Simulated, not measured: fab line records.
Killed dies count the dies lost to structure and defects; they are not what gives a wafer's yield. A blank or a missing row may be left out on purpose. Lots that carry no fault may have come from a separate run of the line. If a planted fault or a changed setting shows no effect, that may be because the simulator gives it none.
Which tool is to blame? -- flow gf180mcu -- 24 lots with 72 wafers sampled at 5 steps, on a route of 602 steps

WHAT THE GAUGES READ, wafer by wafer
GF_M2_RS_MEAS_05: uses a four-point probe to measure. Usual: M2_ALCU_RS 0.0696 ohm/sq, standard deviation 0.00081.
lot,measured,on,M2_ALCU_RS (ohm/sq),flag
L074,day 18 14:53,film-metro-03,0.0694 0.0696 0.0687,
L075,day 18 21:23,film-metro-01,0.0708 0.0709 0.0699,
L076,day 19 11:11,film-metro-03,0.0690 0.0682 0.0676,
L077,day 20 02:41,film-metro-03,0.0692 0.0689 0.0685,
L078,day 20 03:25,film-metro-03,0.0697 0.0698 0.0698,
L079,day 20 10:00,film-metro-01,0.0705 0.0701 0.0690,
L080,day 21 06:24,film-metro-01,0.0690 0.0689 0.0681,
L081,day 21 10:36,film-metro-01,0.0698 0.0703 0.0694,
L082,day 21 12:58,film-metro-03,0.0701 0.0702 0.0703,
L083,day 21 21:53,film-metro-03,0.0705 0.0703 0.0711,
L084,day 22 10:34,film-metro-02,0.0693 0.0699 0.0699,
L085,day 22 16:26,film-metro-02,0.0696 0.0702 0.0696,
L086,day 23 01:22,film-metro-02,0.0692 0.0708 0.0704,
L087,day 23 13:53,film-metro-03,0.0698 0.0705 0.0707,
L088,day 23 22:07,film-metro-03,0.0697 0.0690 0.0700,
L089,day 24 05:52,film-metro-03,0.0700 0.0697 0.0695,
L091,day 24 23:04,film-metro-03,0.0700 0.0678 0.0703,
L090,day 24 23:23,film-metro-02,0.0703 0.0706 0.0699,
L092,day 25 04:46,film-metro-03,0.0690 0.0701 0.0688,
L093,day 25 15:28,film-metro-03,0.0698 0.0698 0.0677,
L095,day 26 01:52,film-metro-03,0.0695 0.0688 0.0698,
L094,day 26 02:55,film-metro-02,0.0687 0.0693 0.0704,
L096,day 26 10:05,film-metro-03,0.0695 0.0691 0.0697,
L097,day 26 22:02,film-metro-02,0.0689 0.0700 0.0689,

GF_V3_CD_MEAS_14 targets a cd of 260 nm. Usual: cd-nm 260.3 nm, standard deviation 1.4.
lot,measured,on,cd-nm (nm),flag
L074,day 22 20:59,cd-sem-01,260.1 261.3 260.7,
L075,day 23 02:07,cd-sem-02,257.6 258.5 257.5,
L076,day 23 15:11,cd-sem-01,261.6 260.5 262.0,
L077,day 24 05:31,cd-sem-02,260.1 259.6 258.4,
L078,day 24 06:20,cd-sem-01,262.2 263.1 262.7,
L079,day 24 12:29,cd-sem-01,259.9 260.6 259.4,
L080,day 25 06:34,cd-sem-01,261.1 261.3 260.3,
L081,day 25 10:41,cd-sem-01,261.4 261.2 260.5,
L082,day 25 14:05,cd-sem-01,258.6 260.6 259.6,
L083,day 25 22:13,cd-sem-02,261.1 260.4 261.8,
L084,day 26 07:16,cd-sem-02,260.2 261.7 260.9,
L085,day 26 13:42,cd-sem-02,260.8 259.9 259.7,
L086,day 26 22:50,cd-sem-02,261.4 260.3 259.5,
L087,day 27 08:57,cd-sem-01,263.0 261.5 261.3,
L088,day 27 18:22,cd-sem-02,257.9 258.7 257.1,
L089,day 27 22:28,cd-sem-02,260.1 258.4 258.9,
L091,day 28 14:14,cd-sem-01,260.2 260.3 259.7,
L090,day 28 15:34,cd-sem-01,261.0 262.0 262.4,
L092,day 28 20:31,cd-sem-02,262.5 260.5 261.6,
L093,day 29 04:07,cd-sem-02,260.9 260.5 260.3,
L095,day 29 14:43,cd-sem-02,261.4 261.5 261.3,
L094,day 29 16:47,cd-sem-01,257.1 258.5 257.7,
L096,day 29 21:57,cd-sem-01,260.1 259.4 259.7,
L097,day 30 09:29,cd-sem-02,258.0 258.1 256.5,

GF_V4_THK_MEAS_03. Usual: V4_CVD_02_THK 845 nm, standard deviation 11.
lot,measured,on,V4_CVD_02_THK (nm),flag
L074,day 23 22:08,film-metro-04,838 844 861,
L075,day 24 03:52,film-metro-02,839 856 860,
L076,day 24 16:13,film-metro-02,862 839 868,
L077,day 25 06:01,film-metro-02,839 858 858,
L078,day 25 07:43,film-metro-02,836 831 848,
L079,day 25 13:23,film-metro-04,835 833 842,
L080,day 26 07:02,film-metro-02,839 828 859,
L081,day 26 10:47,film-metro-04,839 850 861,
L082,day 26 14:23,film-metro-04,856 874 842,
L083,day 26 22:45,film-metro-02,833 855 856,
L084,day 27 06:35,film-metro-02,819 845 827,
L085,day 27 13:10,film-metro-02,837 845 858,
L086,day 27 22:32,film-metro-02,830 847 843,
L087,day 28 07:46,film-metro-04,848 860 842,
L088,day 28 16:44,film-metro-04,831 830 853,
L089,day 28 20:28,film-metro-02,824 859 846,
L091,day 29 12:21,film-metro-04,830 850 843,
L090,day 29 13:35,film-metro-04,830 849 855,
L092,day 29 19:01,film-metro-02,850 833 847,
L093,day 30 02:19,film-metro-02,838 842 852,
L095,day 30 12:11,film-metro-04,844 856 851,
L094,day 30 14:14,film-metro-02,850 850 851,
L096,day 30 19:15,film-metro-02,836 844 835,
L097,day 31 06:34,film-metro-04,821 820 858,

GF_V4_OVL_MEAS_15. Usual: V4_OVL 1 nm, standard deviation 5.5.
lot,measured,on,V4_OVL (nm),flag
L074,day 24 20:56,overlay-01,2 5 -1,
L075,day 25 02:29,overlay-01,1 3 -6,
L076,day 25 14:00,overlay-02,-5 -4 -8,
L077,day 26 03:51,overlay-02,-5 -2 13,
L078,day 26 05:47,overlay-01,2 -1 4,
L079,day 26 11:08,overlay-02,-1 4 -2,
L080,day 27 04:21,overlay-02,7 -1 -5,
L081,day 27 08:57,overlay-01,9 2 6,
L082,day 27 11:36,overlay-02,7 0 6,
L083,day 27 19:46,overlay-01,-6 -4 5,
L084,day 28 03:18,overlay-01,5 8 5,
L085,day 28 09:46,overlay-01,3 6 -1,
L086,day 28 18:50,overlay-01,2 0 7,
L087,day 29 03:43,overlay-01,-8 -13 -8,
L088,day 29 12:51,overlay-01,-1 -1 2,
L089,day 29 16:40,overlay-02,7 3 3,
L091,day 30 08:23,overlay-01,-12 -4 -12,
L090,day 30 08:58,overlay-01,2 13 8,
L092,day 30 13:36,overlay-02,9 -1 8,
L093,day 30 21:03,overlay-02,10 -11 -9,
L095,day 31 06:34,overlay-01,0 0 -2,
L094,day 31 08:49,overlay-02,-3 -4 -2,
L096,day 31 13:34,overlay-01,-5 5 -1,
L097,day 32 00:27,overlay-01,0 1 5,

TOOL THAT RAN EACH LOT (tool first, then ch and the chambers of the sampled wafers, then the start)
lot,GF_M2_SPUTTER_01
L074,"pvd-sputter-03, day 18 14:44"
L075,"pvd-sputter-04, day 18 21:14"
L076,"pvd-sputter-02, day 19 11:04"
L077,"pvd-sputter-03, day 20 02:34"
L078,"pvd-sputter-04, day 20 03:16"
L079,"pvd-sputter-04, day 20 09:53"
L080,"pvd-sputter-02, day 21 06:17"
L081,"pvd-sputter-04, day 21 10:29"
L082,"pvd-sputter-02, day 21 12:50"
L083,"pvd-sputter-02, day 21 21:43"
L084,"pvd-sputter-02, day 22 10:26"
L085,"pvd-sputter-02, day 22 16:17"
L086,"pvd-sputter-03, day 23 01:13"
L087,"pvd-sputter-04, day 23 13:44"
L088,"pvd-sputter-04, day 23 21:59"
L089,"pvd-sputter-04, day 24 05:42"
L091,"pvd-sputter-03, day 24 22:55"
L090,"pvd-sputter-02, day 24 23:13"
L092,"pvd-sputter-03, day 25 04:38"
L093,"pvd-sputter-03, day 25 15:21"
L095,"pvd-sputter-03, day 26 01:42"
L094,"pvd-sputter-04, day 26 02:46"
L096,"pvd-sputter-02, day 26 09:56"
L097,"pvd-sputter-04, day 26 21:55"
- GF_M2_SPUTTER_01: material TiN, target thk 30 nm, time 25 s.

AS READ BY THE TOOLS THEMSELVES (means over the sampled wafers that have a number; for cases with no such wafer, the mark the record gives instead)
GF_M2_SPUTTER_01. Usual: throttle-valve-pct 30.0 %, standard deviation 0.98.
lot,tool,throttle-valve-pct (%),flag
L074,pvd-sputter-03,30.2,
L075,pvd-sputter-04,30.4,
L076,pvd-sputter-02,29.4,
L077,pvd-sputter-03,30.9,
L078,pvd-sputter-04,30.3,
L079,pvd-sputter-04,29.7,
L080,pvd-sputter-02,29.4,
L081,pvd-sputter-04,29.7,
L082,pvd-sputter-02,28.9,
L083,pvd-sputter-02,29.5,
L084,pvd-sputter-02,29.5,
L085,pvd-sputter-02,30.0,
L086,pvd-sputter-03,30.2,
L087,pvd-sputter-04,29.4,
L088,pvd-sputter-04,30.1,
L089,pvd-sputter-04,30.2,
L091,pvd-sputter-03,30.6,
L090,pvd-sputter-02,30.1,
L092,pvd-sputter-03,30.4,
L093,pvd-sputter-03,30.7,
L095,pvd-sputter-03,30.9,
L094,pvd-sputter-04,29.6,
L096,pvd-sputter-02,28.6,
L097,pvd-sputter-04,30.0,

THE ANSWER, worked out from the rows above alone
Rule: take the mean of a lot's wafers that have a number; if it is more than 3 standard deviations from the usual mean, the lot is off. A lot without any number at a reading at which 4 lots or more have one is off too. Where the step has rows for the other lots, those lots are counted as sound. The gauges are gone through in route order, then the tools' own readings, and for those a lot's mean is taken as printed above. The first step at which some lot is off is used, and at that step the reading that is off furthest; a lot without a number counts as furthest.
No lot is off at any reading shown: from this, nothing can be told.

WHAT HAD BEEN PUT IN BY THE SIMULATOR
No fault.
